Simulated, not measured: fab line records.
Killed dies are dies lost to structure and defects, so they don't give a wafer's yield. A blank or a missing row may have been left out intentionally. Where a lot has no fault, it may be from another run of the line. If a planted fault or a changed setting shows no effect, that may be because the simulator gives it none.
Which of the tools did it? / flow sky130 / 18 wafers from 6 lots sampled at 2 of the route's 708 steps

## WHAT EACH GAUGE READ, for each wafer
SKY_LDD_HVN_TW_MEAS_10.
lot=L581; measured=day 20 08:50; on=film metro-01; LDD_HVN_TW=1410 1412 1417
lot=L590; measured=day 23 20:20; on=film metro-03; LDD_HVN_TW=1351 1339 1344
lot=L595; measured=day 25 11:08; on=film metro-02; LDD_HVN_TW=1418 1423 1419
lot=L598; measured=day 26 12:55; on=film metro-03; LDD_HVN_TW=1447 1451 1443
lot=L602; measured=day 27 21:24; on=film metro-02; LDD_HVN_TW=1426 1424 1418
lot=L603; measured=day 28 13:10; on=film metro-03; LDD_HVN_TW=1441 1443 1436

## WHICH TOOL RAN EACH LOT (tool, then ch and the chambers of the sampled wafers, then the start)
lot=L581; SKY_LDD_HVN_IMPLANT_08=implanter-04 ch 0, day 20 08:35
lot=L590; SKY_LDD_HVN_IMPLANT_08=implanter-02 ch 0, day 23 20:05
lot=L595; SKY_LDD_HVN_IMPLANT_08=implanter-04 ch 0, day 25 10:53
lot=L598; SKY_LDD_HVN_IMPLANT_08=implanter-04 ch 0, day 26 12:40
lot=L602; SKY_LDD_HVN_IMPLANT_08=implanter-04 ch 0, day 27 21:09
lot=L603; SKY_LDD_HVN_IMPLANT_08=implanter-04 ch 0, day 28 12:55
- SKY_LDD_HVN_IMPLANT_08

## THE ANSWER, worked out from the rows above alone
Rule: what is usual is taken from the lots themselves. Put in order of their means at a reading, lots are off if they are a third of the lots or fewer, leave a main group of 4 or more, and stand apart from it by a gap of 3 or more times the standard deviation of the main group's means; of several such gaps the widest counts. The tables above print the reading to a certain number of digits; a main group whose means all agree to those digits is not used. A lot without any number at a reading at which 4 lots or more have one is off too. All remaining lots with rows at the step are treated as sound.
Off: at SKY_LDD_HVN_TW_MEAS_10 (LDD_HVN_TW), L590. Main group: mean 1429, sd 13.
If a tool, at a process step before that reading, ran all the lots that are off and no sound lot after the first of them, it fits. The gauges at SKY_LDD_HVN_TW_MEAS_10 are tried like those tools. One fits: SKY_LDD_HVN_IMPLANT_08 on implanter-02. It ran no sound lot before its first lot that is off in this sample, so the start can't be narrowed down.

## WHAT WAS PUT IN BY THE SIMULATOR
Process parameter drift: implanter-02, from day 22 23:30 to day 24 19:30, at SKY_LDD_HVN_IMPLANT_08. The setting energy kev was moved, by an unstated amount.
Lots struck among those shown: L590. Same finding as the rule above.
